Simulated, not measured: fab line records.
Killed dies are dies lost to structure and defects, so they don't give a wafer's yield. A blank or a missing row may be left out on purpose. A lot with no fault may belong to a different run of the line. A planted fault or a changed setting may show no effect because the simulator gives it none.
Which tool was responsible? | flow sky130 | Sampling: 14 lots, 42 wafers, 2 of 708 route steps

== WHAT EACH GAUGE READ, for each wafer ==
SKY_LDD_LDN_TW_MEAS_13.
lot  | measured     | on            | LDD_LDN_TW
L600 | day 24 02:19 | film metro-01 | 1485 1494 1494
L601 | day 24 12:38 | film metro-04 | 1469 1472 1470
L602 | day 24 21:04 | film metro-02 | 1516 1519 1524
L603 | day 25 09:31 | film metro-04 | 1511 1514 1516
L604 | day 25 17:54 | film metro-01 | 1484 1477 1474
L605 | day 26 02:16 | film metro-04 | 1461 1458 1464
L612 | day 28 06:52 | film metro-01 | 1488 1482 1482
L613 | day 28 12:53 | film metro-02 | 1470 1464 1464
L614 | day 29 05:19 | film metro-04 | 1464 1459 1461
L615 | day 29 07:55 | film metro-04 | 1466 1454 1452
L617 | day 30 05:55 | film metro-02 | 1476 1472 1473
L618 | day 30 10:26 | film metro-02 | 1464 1468 1474
L619 | day 30 13:56 | film metro-02 | 1467 1463 1462
L620 | day 30 23:16 | film metro-01 | 1477 1475 1475

== WHICH TOOL RAN EACH LOT (tool, then ch and the chambers of the sampled wafers, then the start) ==
lot  | SKY_LDD_LDN_IMPLANT_10
L600 | implanter-04 ch 0, day 24 01:55
L601 | implanter-04 ch 0, day 24 12:16
L602 | implanter-04 ch 0, day 24 20:40
L603 | implanter-04 ch 0, day 25 09:08
L604 | implanter-01 ch 0, day 25 17:32
L605 | implanter-03 ch 0, day 26 01:53
L612 | implanter-01 ch 0, day 28 06:29
L613 | implanter-01 ch 0, day 28 12:31
L614 | implanter-01 ch 0, day 29 04:55
L615 | implanter-03 ch 0, day 29 07:32
L617 | implanter-01 ch 0, day 30 05:31
L618 | implanter-01 ch 0, day 30 10:05
L619 | implanter-03 ch 0, day 30 13:34
L620 | implanter-01 ch 0, day 30 22:52
- SKY_LDD_LDN_IMPLANT_10

== AS READ BY THE TOOLS THEMSELVES (means over the sampled wafers that have a number; for cases with no such wafer, the mark the record gives instead) ==
SKY_LDD_LDN_IMPLANT_10.
lot  | tool         | dose ions cm2 | faraday current uA
L600 | implanter-04 | 1.2500e+13    | 70.3
L601 | implanter-04 | 1.2506e+13    | 69.7
L602 | implanter-04 | 1.8451e+13    | 102.4
L603 | implanter-04 | 1.8451e+13    | 105.1
L604 | implanter-01 | 1.2501e+13    | 70.3
L605 | implanter-03 | 1.2513e+13    | 69.2
L612 | implanter-01 | 1.2503e+13    | 70.1
L613 | implanter-01 | 1.2516e+13    | 70.3
L614 | implanter-01 | 1.2515e+13    | 71.0
L615 | implanter-03 | 1.2493e+13    | 72.2
L617 | implanter-01 | 1.2516e+13    | 71.4
L618 | implanter-01 | 1.2503e+13    | 68.5
L619 | implanter-03 | 1.2483e+13    | 72.4
L620 | implanter-01 | 1.2494e+13    | 69.9

== THE ANSWER, worked out from the rows above alone ==
Rule: the usual values come from the lots themselves. The widest of any qualifying gaps counts: lots, ordered by their means at a reading, are off when they make up no more than a third of the lots, leave a main group of 4 or more, and stand apart from it by 3 or more times the standard deviation of that group's means. Not used: any main group whose means are identical at the precision the tables above print for the reading. Also off: a lot with no number at a reading for which 4 or more lots have one. Any other lot the step has rows for is counted as sound. First the gauges in route order, then the tools' own readings, where a lot's mean is used as printed above. At the first step where some lot is off, the reading lying furthest off is the one used; lots without a number count as furthest.
Off at SKY_LDD_LDN_IMPLANT_10 (dose ions cm2): L602, L603. Main group: mean 1.2504e+13, sd 9.9e+09.
If a tool, at that step or one of the process steps before it, ran each lot that is off and ran no sound lot following the first of them, it fits. One fits: implanter-04 at SKY_LDD_LDN_IMPLANT_10. A fault onset in the window from L601 (day 24 12:16, its last sound lot) to L602 (day 24 20:40, its first lot off) fits.
The tool's own readings at SKY_LDD_LDN_IMPLANT_10 bear it out: on the lots that are off they differ by more than 5 times the standard deviation of the sound lots' means. dose ions cm2 reads 1.8451e+13 there against 1.2504e+13 on the sound lots; faraday current uA reads 103.8 there against 70.4 on the sound lots.

== WHAT THE SIMULATOR HAD INSERTED ==
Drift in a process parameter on implanter-04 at SKY_LDD_LDN_IMPLANT_10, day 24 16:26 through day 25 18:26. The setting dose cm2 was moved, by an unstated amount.
Lots struck among those shown: L602, L603. The rule given above showed the same thing.
